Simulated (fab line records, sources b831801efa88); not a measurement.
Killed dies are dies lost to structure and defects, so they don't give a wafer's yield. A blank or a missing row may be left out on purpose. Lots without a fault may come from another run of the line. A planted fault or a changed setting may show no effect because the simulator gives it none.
A struck lot beside a sound one | flow gf180mcu | 21 steps out of a route of 602
Sound: wafers L781.1, L781.2, L781.3. Struck: wafers L787.2, L787.3, L787.4. The cause comes at the end.
At each step with rows: each side's tool, then ch and its chambers, then its first start. Under that, the readings that differ: sound wafers | struck wafers | difference of the means | sigmas: that difference in standard deviations of wafers without a fault.
alike: readings whose means differ by less than 2 such deviations, and words and numbers that are the same on both sides. not compared: withheld readings, readings that some wafer has no value for, bounds like >300 that may hide the same value, and numbers for which the record gives no deviation and whose values overlap.
The two part at a step that has a row with sigmas, a row that says differs or no value, or rows on one side only. Numbers that don't overlap but have no deviation are shown without sigmas and don't part them. A reading that every wafer of one side lacks parts them only if that side has two wafers or more.

first, 4 steps without rows for these wafers: GF_VT_IMPLANT_SOFTBAKE_14 (time 60 s); GF_VT_IMPLANT_EXPOSE_15 (exposes mask Nwell LV AREA, target cd 860 nm); GF_VT_IMPLANT_PEB_16; GF_VT_IMPLANT_DEVELOP_17 (develop time 60 s).
GF_VT_IMPLANT_OVL_MEAS_18:
  sound on overlay-01, day 7 18:14; struck on overlay-01, day 9 09:26
  alike: VT_IMPLANT_01_OVL
then, 1 step without rows for these wafers: GF_VT_IMPLANT_IMPLANT_19.
GF_VT_IMPLANT_STRIP_20: strips in O2/N2.
  sound on plasma_asher-04 ch 0,1, day 7 18:25; struck on plasma_asher-04 ch 0,1, day 9 09:37
  alike: drypump_motor_current_A, heater_power_w, n2_flow_sccm, oes_product_au, strip_time_to_endpoint_s
  not compared: rf_hours_counter_h
GF_VT_IMPLANT_TW_MEAS_21:
  sound on film_metro-03, day 7 18:31; struck on film_metro-03, day 9 09:44
  alike: VT_IMPLANT_2_TW
then, 4 steps without rows for these wafers: GF_VT_IMPLANT_DEHYDRATE_22 (time 60 s); GF_VT_IMPLANT_HMDS_23 (prime time 60 s); GF_VT_IMPLANT_COAT_24 (resist thk 1000 nm); GF_VT_IMPLANT_SOFTBAKE_25 (time 60 s).
GF_VT_IMPLANT_EXPOSE_26: exposes mask LVPWELL HV AREA, target cd 860 nm.
  sound on iline_stepper-02 ch 0, day 8 02:01; struck on iline_stepper-02 ch 0, day 9 18:34
  reading | sound                                                 | struck                                                | difference | sigmas
  mask    | LVPWELL_HV_AREA#0 LVPWELL_HV_AREA#0 LVPWELL_HV_AREA#0 | LVPWELL_LV_AREA#0 LVPWELL_LV_AREA#0 LVPWELL_LV_AREA#0 | differs    |
then, 2 steps without rows for these wafers: GF_VT_IMPLANT_PEB_27; GF_VT_IMPLANT_DEVELOP_28 (develop time 60 s).
GF_VT_IMPLANT_OVL_MEAS_29:
  sound on overlay-01, day 8 09:25; struck on overlay-01, day 10 02:47
  reading                | sound        | struck | difference                    | sigmas
  VT_IMPLANT_02_OVL (nm) | 2.7 -0.4 1.2 | - - -  | no value on the struck wafers |
then, 1 step without rows for these wafers: GF_VT_IMPLANT_IMPLANT_30.
GF_VT_IMPLANT_STRIP_31: strips in O2/N2.
  sound on plasma_asher-01 ch 0,1, day 8 09:37; struck on plasma_asher-04 ch 0,1, day 10 02:58
  reading                      | sound             | struck            | difference | sigmas
  strip_time_to_endpoint_s (s) | 12.69 12.68 12.69 | 12.60 12.61 12.63 | -0.07      | -2
  alike: drypump_motor_current_A, heater_power_w, n2_flow_sccm, oes_product_au
  not compared: rf_hours_counter_h
GF_VT_IMPLANT_TW_MEAS_32:
  sound on film_metro-04, day 8 09:43; struck on film_metro-04, day 10 03:05
  reading         | sound       | struck   | difference | sigmas
  VT_IMPLANT_3_TW | 263 262 262 | 30 30 30 | -232       | -70
then, 1 step without rows for these wafers: GF_VT_IMPLANT_DEHYDRATE_33 (time 60 s).
GF_PASSIVATION_PROBE_99:
  the record has rows for the sound wafers here (prober-02, day 30 19:43) and none for the struck ones

WHERE THEY PART
First at GF_VT_IMPLANT_EXPOSE_26; last, within this record, at GF_PASSIVATION_PROBE_99.

WHY: what the simulator had put in
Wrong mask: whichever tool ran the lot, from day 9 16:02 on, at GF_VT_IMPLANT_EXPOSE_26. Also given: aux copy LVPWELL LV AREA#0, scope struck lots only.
